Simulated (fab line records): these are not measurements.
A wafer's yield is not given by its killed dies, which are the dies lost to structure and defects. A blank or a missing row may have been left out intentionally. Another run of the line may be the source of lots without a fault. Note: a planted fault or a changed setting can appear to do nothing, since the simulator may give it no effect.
Which of the tools did it? / flow gf180mcu / Sampling: 12 lots, 34 wafers, 6 of 602 route steps

## WHAT THE GAUGES READ, wafer by wafer
GF_HV_LDD_CD_MEAS_46: target cd 400 nm. Usual: 399.7 nm for cd_nm, sd 1.9.
lot=L487; measured=day 12 06:40; on=cd_sem-01; cd_nm (nm)=398.2 401.1 401.2; flag=
lot=L488; measured=day 12 14:13; on=cd_sem-01; cd_nm (nm)=398.3 398.7 400.7; flag=
lot=L489; measured=day 13 06:14; on=cd_sem-02; cd_nm (nm)=402.5 401.8 401.2; flag=
lot=L494; measured=day 15 01:35; on=cd_sem-02; cd_nm (nm)=402.9 405.3 401.2; flag=
lot=L496; measured=day 15 05:09; on=cd_sem-02; cd_nm (nm)=399.1 400.4 402.2; flag=
lot=L497; measured=day 15 21:46; on=cd_sem-02; cd_nm (nm)=399.0 397.2 398.1; flag=
lot=L499; measured=day 16 12:26; on=cd_sem-01; cd_nm (nm)=399.9 401.1 402.4; flag=
lot=L500; measured=day 16 16:42; on=cd_sem-02; cd_nm (nm)=401.7 403.3 400.5; flag=
lot=L501; measured=day 17 00:17; on=cd_sem-02; cd_nm (nm)=398.0 401.1 398.7; flag=
lot=L507; measured=day 18 23:00; on=cd_sem-01; cd_nm (nm)=402.1 401.1; flag=
lot=L508; measured=day 19 08:13; on=cd_sem-01; cd_nm (nm)=397.5 394.8; flag=
lot=L509; measured=day 19 19:06; on=cd_sem-01; cd_nm (nm)=400.1 402.7 400.1; flag=

GF_PSD_RS_MEAS_14: measurement is done with a four-point probe. Usual: NSD_RS typically reads 46.08 ohm/sq, with standard deviation 0.074.
lot=L487; measured=day 14 02:05; on=film_metro-02; NSD_RS (ohm/sq)=46.04 46.04 45.93; flag=
lot=L488; measured=day 14 09:31; on=film_metro-02; NSD_RS (ohm/sq)=46.00 46.10 46.09; flag=
lot=L489; measured=day 15 03:15; on=film_metro-03; NSD_RS (ohm/sq)=46.19 46.09 46.12; flag=
lot=L494; measured=day 17 02:00; on=film_metro-03; NSD_RS (ohm/sq)=46.00 46.03 46.00; flag=
lot=L496; measured=day 17 04:44; on=film_metro-04; NSD_RS (ohm/sq)=46.01 46.01 46.11; flag=
lot=L497; measured=day 17 21:42; on=film_metro-03; NSD_RS (ohm/sq)=46.18 45.98 46.09; flag=
lot=L499; measured=day 18 13:43; on=film_metro-02; NSD_RS (ohm/sq)=46.05 46.16 46.04; flag=
lot=L500; measured=day 18 17:26; on=film_metro-04; NSD_RS (ohm/sq)=46.06 46.16 46.09; flag=
lot=L501; measured=day 19 04:02; on=film_metro-02; NSD_RS (ohm/sq)=46.10 46.02 46.15; flag=
lot=L507; measured=day 21 02:57; on=film_metro-04; NSD_RS (ohm/sq)=47.02 46.17; flag=OFF
lot=L508; measured=day 21 13:52; on=film_metro-04; NSD_RS (ohm/sq)=46.92 46.15; flag=OFF
lot=L509; measured=day 21 23:08; on=film_metro-04; NSD_RS (ohm/sq)=46.83 46.05 46.88; flag=OFF

## WHAT TOOL EACH LOT RAN ON (gives the tool, then ch and the chambers of the sampled wafers, and finally the start)
lot=L487; GF_HV_LDD_RTA_52=rtp_anneal-02 ch 0, day 12 07:11; GF_HV_LDD_ETCHBACK_58=rie_diel-04 ch 1,3, day 12 09:55; GF_NSD_IMPLANT_09=implanter-02 ch 0, day 13 05:29; GF_NSD_STRIP_11=plasma_asher-02 ch 0,1, day 13 05:46
lot=L488; GF_HV_LDD_RTA_52=rtp_anneal-01 ch 0, day 12 14:44; GF_HV_LDD_ETCHBACK_58=rie_diel-04 ch 0,1, day 12 17:28; GF_NSD_IMPLANT_09=implanter-02 ch 0, day 13 12:50; GF_NSD_STRIP_11=plasma_asher-02 ch 0,1, day 13 13:07
lot=L489; GF_HV_LDD_RTA_52=rtp_anneal-01 ch 0, day 13 06:44; GF_HV_LDD_ETCHBACK_58=rie_diel-03 ch 0,1, day 13 09:30; GF_NSD_IMPLANT_09=implanter-02 ch 0, day 14 05:47; GF_NSD_STRIP_11=plasma_asher-02 ch 0,1, day 14 06:05
lot=L494; GF_HV_LDD_RTA_52=rtp_anneal-01 ch 0, day 15 02:06; GF_HV_LDD_ETCHBACK_58=rie_diel-04 ch 0,2,3, day 15 05:26; GF_NSD_IMPLANT_09=implanter-04 ch 0, day 16 03:08; GF_NSD_STRIP_11=plasma_asher-01 ch 0,1, day 16 03:26
lot=L496; GF_HV_LDD_RTA_52=rtp_anneal-01 ch 0, day 15 05:40; GF_HV_LDD_ETCHBACK_58=rie_diel-04 ch 1,2,3, day 15 08:26; GF_NSD_IMPLANT_09=implanter-04 ch 0, day 16 06:02; GF_NSD_STRIP_11=plasma_asher-01 ch 0,1, day 16 06:17
lot=L497; GF_HV_LDD_RTA_52=rtp_anneal-01 ch 0, day 15 22:17; GF_HV_LDD_ETCHBACK_58=rie_diel-03 ch 0,3, day 16 01:05; GF_NSD_IMPLANT_09=implanter-02 ch 0, day 16 22:43; GF_NSD_STRIP_11=plasma_asher-01 ch 0,1, day 16 22:59
lot=L499; GF_HV_LDD_RTA_52=rtp_anneal-01 ch 0, day 16 12:57; GF_HV_LDD_ETCHBACK_58=rie_diel-04 ch 2,3, day 16 15:43; GF_NSD_IMPLANT_09=implanter-02 ch 0, day 17 13:53; GF_NSD_STRIP_11=plasma_asher-02 ch 0,1, day 17 14:11
lot=L500; GF_HV_LDD_RTA_52=rtp_anneal-01 ch 0, day 16 17:13; GF_HV_LDD_ETCHBACK_58=rie_diel-03 ch 0,1,3, day 16 19:58; GF_NSD_IMPLANT_09=implanter-04 ch 0, day 17 17:32; GF_NSD_STRIP_11=plasma_asher-02 ch 0,1, day 17 17:50
lot=L501; GF_HV_LDD_RTA_52=rtp_anneal-01 ch 0, day 17 00:48; GF_HV_LDD_ETCHBACK_58=rie_diel-04 ch 0,1,2, day 17 04:04; GF_NSD_IMPLANT_09=implanter-04 ch 0, day 18 03:13; GF_NSD_STRIP_11=plasma_asher-03 ch 0,1, day 18 03:31
lot=L507; GF_HV_LDD_RTA_52=rtp_anneal-02 ch 0, day 18 23:34; GF_HV_LDD_ETCHBACK_58=rie_diel-03 ch 1, day 19 02:23; GF_NSD_IMPLANT_09=implanter-02 ch 0, day 20 01:53; GF_NSD_STRIP_11=plasma_asher-03 ch 1, day 20 02:11
lot=L508; GF_HV_LDD_RTA_52=rtp_anneal-02 ch 0, day 19 08:42; GF_HV_LDD_ETCHBACK_58=rie_diel-04 ch 1,2, day 19 11:57; GF_NSD_IMPLANT_09=implanter-02 ch 0, day 20 12:09; GF_NSD_STRIP_11=plasma_asher-03 ch 0,1, day 20 12:25
lot=L509; GF_HV_LDD_RTA_52=rtp_anneal-01 ch 0, day 19 19:37; GF_HV_LDD_ETCHBACK_58=rie_diel-03 ch 0,2, day 19 22:56; GF_NSD_IMPLANT_09=implanter-02 ch 0, day 20 23:14; GF_NSD_STRIP_11=plasma_asher-01 ch 0,1, day 20 23:32
- GF_HV_LDD_RTA_52: time 10 s.
- GF_HV_LDD_ETCHBACK_58: etches Si3N4 in CH3F/O2, stops on SiO2, time 100 s, target depth 90 nm.
- GF_NSD_IMPLANT_09
- GF_NSD_STRIP_11: strips in O2/N2.

## WHAT THE TOOLS THEMSELVES READ (means of the sampled wafers that have a number; where no wafer has one, the mark that the record gives instead)
GF_HV_LDD_RTA_52. Usual: lamp_power_pct 34 %, standard deviation 4.5; wafer_temp_C_max 1004.2, standard deviation 1.
lot=L487; tool=rtp_anneal-02; lamp_power_pct (%)=28; wafer_temp_C_max=1005.3; flag=
lot=L488; tool=rtp_anneal-01; lamp_power_pct (%)=37; wafer_temp_C_max=1004.3; flag=
lot=L489; tool=rtp_anneal-01; lamp_power_pct (%)=37; wafer_temp_C_max=1003.6; flag=
lot=L494; tool=rtp_anneal-01; lamp_power_pct (%)=37; wafer_temp_C_max=1003.0; flag=
lot=L496; tool=rtp_anneal-01; lamp_power_pct (%)=37; wafer_temp_C_max=1004.0; flag=
lot=L497; tool=rtp_anneal-01; lamp_power_pct (%)=37; wafer_temp_C_max=1003.6; flag=
lot=L499; tool=rtp_anneal-01; lamp_power_pct (%)=37; wafer_temp_C_max=1005.1; flag=
lot=L500; tool=rtp_anneal-01; lamp_power_pct (%)=37; wafer_temp_C_max=1003.6; flag=
lot=L501; tool=rtp_anneal-01; lamp_power_pct (%)=37; wafer_temp_C_max=1004.2; flag=
lot=L507; tool=rtp_anneal-02; lamp_power_pct (%)=28; wafer_temp_C_max=1005.3; flag=
lot=L508; tool=rtp_anneal-02; lamp_power_pct (%)=28; wafer_temp_C_max=1003.8; flag=
lot=L509; tool=rtp_anneal-01; lamp_power_pct (%)=37; wafer_temp_C_max=1003.7; flag=

GF_HV_LDD_ETCHBACK_58. Usual: drypump_motor_current_A 5.9 A, standard deviation 0.43; oes_product_au 0.842 a.u., standard deviation 0.0056; throttle_valve_pct 10.561 %, standard deviation 0.0086.
lot=L487; tool=rie_diel-04; drypump_motor_current_A (A)=6.1; oes_product_au (a.u.)=0.843; throttle_valve_pct (%)=10.562; flag=
lot=L488; tool=rie_diel-04; drypump_motor_current_A (A)=5.6; oes_product_au (a.u.)=0.841; throttle_valve_pct (%)=10.564; flag=
lot=L489; tool=rie_diel-03; drypump_motor_current_A (A)=5.9; oes_product_au (a.u.)=0.842; throttle_valve_pct (%)=10.558; flag=
lot=L494; tool=rie_diel-04; drypump_motor_current_A (A)=5.9; oes_product_au (a.u.)=0.847; throttle_valve_pct (%)=10.562; flag=
lot=L496; tool=rie_diel-04; drypump_motor_current_A (A)=6.0; oes_product_au (a.u.)=0.840; throttle_valve_pct (%)=10.558; flag=
lot=L497; tool=rie_diel-03; drypump_motor_current_A (A)=5.9; oes_product_au (a.u.)=0.845; throttle_valve_pct (%)=10.564; flag=
lot=L499; tool=rie_diel-04; drypump_motor_current_A (A)=6.3; oes_product_au (a.u.)=0.840; throttle_valve_pct (%)=10.552; flag=
lot=L500; tool=rie_diel-03; drypump_motor_current_A (A)=6.0; oes_product_au (a.u.)=0.845; throttle_valve_pct (%)=10.563; flag=
lot=L501; tool=rie_diel-04; drypump_motor_current_A (A)=5.5; oes_product_au (a.u.)=0.845; throttle_valve_pct (%)=10.552; flag=
lot=L507; tool=rie_diel-03; drypump_motor_current_A (A)=6.0; oes_product_au (a.u.)=0.838; throttle_valve_pct (%)=10.559; flag=
lot=L508; tool=rie_diel-04; drypump_motor_current_A (A)=5.7; oes_product_au (a.u.)=0.843; throttle_valve_pct (%)=10.552; flag=
lot=L509; tool=rie_diel-03; drypump_motor_current_A (A)=5.8; oes_product_au (a.u.)=0.846; throttle_valve_pct (%)=10.552; flag=

GF_NSD_IMPLANT_09. Usual: end_station_pressure_torr 1.36e-05 Torr, standard deviation 1.4e-06; faraday_current_uA 12355, standard deviation 1200.
lot=L487; tool=implanter-02; end_station_pressure_torr (Torr)=1.50e-05; faraday_current_uA=13412; flag=
lot=L488; tool=implanter-02; end_station_pressure_torr (Torr)=1.42e-05; faraday_current_uA=13461; flag=
lot=L489; tool=implanter-02; end_station_pressure_torr (Torr)=1.51e-05; faraday_current_uA=13493; flag=
lot=L494; tool=implanter-04; end_station_pressure_torr (Torr)=1.28e-05; faraday_current_uA=11237; flag=
lot=L496; tool=implanter-04; end_station_pressure_torr (Torr)=1.22e-05; faraday_current_uA=11014; flag=
lot=L497; tool=implanter-02; end_station_pressure_torr (Torr)=1.43e-05; faraday_current_uA=13518; flag=
lot=L499; tool=implanter-02; end_station_pressure_torr (Torr)=1.51e-05; faraday_current_uA=13244; flag=
lot=L500; tool=implanter-04; end_station_pressure_torr (Torr)=1.17e-05; faraday_current_uA=11198; flag=
lot=L501; tool=implanter-04; end_station_pressure_torr (Torr)=1.26e-05; faraday_current_uA=11110; flag=
lot=L507; tool=implanter-02; end_station_pressure_torr (Torr)=1.50e-05; faraday_current_uA=13152; flag=
lot=L508; tool=implanter-02; end_station_pressure_torr (Torr)=1.40e-05; faraday_current_uA=13489; flag=
lot=L509; tool=implanter-02; end_station_pressure_torr (Torr)=1.51e-05; faraday_current_uA=13501; flag=

GF_NSD_STRIP_11. Usual: drypump_motor_current_A 5.6 A, standard deviation 0.46; heater_power_w 342 W, standard deviation 32; oes_product_au 0.487 a.u., standard deviation 0.0043; platen_temp_c 249.98 C, standard deviation 0.19; strip_time_to_endpoint_s 22.98 s, standard deviation 0.044.
lot=L487; tool=plasma_asher-02; drypump_motor_current_A (A)=5.8; heater_power_w (W)=317; oes_product_au (a.u.)=0.489; platen_temp_c (C)=249.89; strip_time_to_endpoint_s (s)=23.02; flag=
lot=L488; tool=plasma_asher-02; drypump_motor_current_A (A)=5.8; heater_power_w (W)=314; oes_product_au (a.u.)=0.484; platen_temp_c (C)=250.01; strip_time_to_endpoint_s (s)=23.01; flag=
lot=L489; tool=plasma_asher-02; drypump_motor_current_A (A)=5.4; heater_power_w (W)=312; oes_product_au (a.u.)=0.485; platen_temp_c (C)=250.13; strip_time_to_endpoint_s (s)=23.00; flag=
lot=L494; tool=plasma_asher-01; drypump_motor_current_A (A)=5.5; heater_power_w (W)=366; oes_product_au (a.u.)=0.486; platen_temp_c (C)=250.18; strip_time_to_endpoint_s (s)=22.98; flag=
lot=L496; tool=plasma_asher-01; drypump_motor_current_A (A)=5.4; heater_power_w (W)=346; oes_product_au (a.u.)=0.490; platen_temp_c (C)=249.94; strip_time_to_endpoint_s (s)=22.96; flag=
lot=L497; tool=plasma_asher-01; drypump_motor_current_A (A)=5.4; heater_power_w (W)=342; oes_product_au (a.u.)=0.488; platen_temp_c (C)=250.02; strip_time_to_endpoint_s (s)=23.00; flag=
lot=L499; tool=plasma_asher-02; drypump_motor_current_A (A)=5.8; heater_power_w (W)=315; oes_product_au (a.u.)=0.488; platen_temp_c (C)=249.75; strip_time_to_endpoint_s (s)=23.04; flag=
lot=L500; tool=plasma_asher-02; drypump_motor_current_A (A)=5.4; heater_power_w (W)=308; oes_product_au (a.u.)=0.486; platen_temp_c (C)=249.89; strip_time_to_endpoint_s (s)=22.93; flag=
lot=L501; tool=plasma_asher-03; drypump_motor_current_A (A)=5.7; heater_power_w (W)=359; oes_product_au (a.u.)=0.489; platen_temp_c (C)=249.93; strip_time_to_endpoint_s (s)=22.93; flag=
lot=L507; tool=plasma_asher-03; drypump_motor_current_A (A)=5.8; heater_power_w (W)=364; oes_product_au (a.u.)=0.493; platen_temp_c (C)=250.02; strip_time_to_endpoint_s (s)=22.64; flag=OFF
lot=L508; tool=plasma_asher-03; drypump_motor_current_A (A)=5.6; heater_power_w (W)=363; oes_product_au (a.u.)=0.489; platen_temp_c (C)=250.06; strip_time_to_endpoint_s (s)=22.70; flag=OFF
lot=L509; tool=plasma_asher-01; drypump_motor_current_A (A)=5.4; heater_power_w (W)=344; oes_product_au (a.u.)=0.488; platen_temp_c (C)=249.99; strip_time_to_endpoint_s (s)=22.63; flag=OFF

## THE ANSWER, worked out from the rows above alone
Rule: lot off if the mean of its wafers having a number is beyond 3 standard deviations from the usual mean. Also off: a lot with no number at a reading for which 4 or more lots have one. The other lots that the step has rows for count as sound. The gauges are gone through in route order, then the tools' own readings, and for those a lot's mean is taken as printed above. The first step at which some lot is off is used, and at that step the reading that is off furthest; a lot without a number counts as furthest.
Off: L507, L508, L509, seen at GF_PSD_RS_MEAS_14 (NSD_RS).
If a tool, at a process step before that reading, ran all the lots that are off and no sound lot after the first of them, it fits. The gauges at GF_PSD_RS_MEAS_14 aren't tried: what is off there is off at GF_NSD_STRIP_11 too, on other tools, and a gauge's error can't cause that. One fits: GF_NSD_IMPLANT_09 on implanter-02. A fault onset in the window from L499 (day 17 13:53, its last sound lot) to L507 (day 20 01:53, its first lot off) fits.

## WHAT THE SIMULATOR PUT IN
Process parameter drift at GF_NSD_IMPLANT_09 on implanter-02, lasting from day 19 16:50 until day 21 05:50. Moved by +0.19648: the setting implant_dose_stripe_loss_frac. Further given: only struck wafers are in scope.
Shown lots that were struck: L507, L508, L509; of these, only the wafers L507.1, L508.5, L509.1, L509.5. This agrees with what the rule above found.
